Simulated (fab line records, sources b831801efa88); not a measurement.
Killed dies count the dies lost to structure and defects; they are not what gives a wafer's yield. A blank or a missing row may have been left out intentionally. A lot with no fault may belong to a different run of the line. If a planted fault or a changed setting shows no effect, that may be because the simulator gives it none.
Which tool was responsible? / flow sfq_line / 6 lots with 18 wafers sampled at 2 steps, on a route of 325 steps

## WHAT THE GAUGES SHOWED, per wafer
SFQ_I0_OVL_MEAS_908.
lot=L176; measured=day 12 19:59; on=overlay-02; I0_OVL (nm)=-13 -10 -15
lot=L178; measured=day 13 09:02; on=overlay-02; I0_OVL (nm)=1 -3 2
lot=L182; measured=day 15 05:13; on=overlay-02; I0_OVL (nm)=42 43 44
lot=L190; measured=day 17 04:53; on=overlay-02; I0_OVL (nm)=1 5 2
lot=L192; measured=day 23 06:56; on=overlay-01; I0_OVL (nm)=-5 -4 -5
lot=L197; measured=day 26 06:34; on=overlay-01; I0_OVL (nm)=2 10 8

## TOOL THAT RAN EACH LOT (tool first, then ch and the chambers of the sampled wafers, then the start)
lot=L176; SFQ_TRILAYER_I0_VIA_LITHO_EXPOSE_032=krf_scanner-02 ch 0, day 12 18:20
lot=L178; SFQ_TRILAYER_I0_VIA_LITHO_EXPOSE_032=krf_scanner-02 ch 0, day 13 07:44
lot=L182; SFQ_TRILAYER_I0_VIA_LITHO_EXPOSE_032=krf_scanner-01 ch 0, day 15 03:54
lot=L190; SFQ_TRILAYER_I0_VIA_LITHO_EXPOSE_032=krf_scanner-02 ch 0, day 17 03:23
lot=L192; SFQ_TRILAYER_I0_VIA_LITHO_EXPOSE_032=krf_scanner-02 ch 0, day 23 05:26
lot=L197; SFQ_TRILAYER_I0_VIA_LITHO_EXPOSE_032=krf_scanner-02 ch 0, day 26 05:04
- SFQ_TRILAYER_I0_VIA_LITHO_EXPOSE_032: exposes mask I0, target cd 500 nm.

## THE ANSWER, worked out from the rows above alone
Rule: usual is defined by the lots themselves. The widest of any qualifying gaps counts: lots, ordered by their means at a reading, are off when they make up no more than a third of the lots, leave a main group of 4 or more, and stand apart from it by 3 or more times the standard deviation of that group's means. The tables above print the reading to a certain number of digits; a main group whose means all agree to those digits is not used. A lot without any number at a reading at which 4 lots or more have one is off too. All remaining lots with rows at the step are treated as sound.
Off: L182, at SFQ_I0_OVL_MEAS_908 (I0_OVL). The main group has a mean of -2 nm with a standard deviation of 6.6.
A tool fits if, at a process step before that reading, it ran every lot that is off, and no sound lot after the first of them. The gauges at SFQ_I0_OVL_MEAS_908 are tried like those tools. One fits: krf_scanner-01 at SFQ_TRILAYER_I0_VIA_LITHO_EXPOSE_032. It ran no sound lot before its first lot that is off in this sample, so the start can't be narrowed down.

## WHAT HAD BEEN PUT IN BY THE SIMULATOR
Scanner matching overlay: krf_scanner-01, from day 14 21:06 on, at SFQ_TRILAYER_I0_VIA_LITHO_EXPOSE_032. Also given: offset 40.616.
Shown lots that were struck: L182. The rule above reached the same finding.
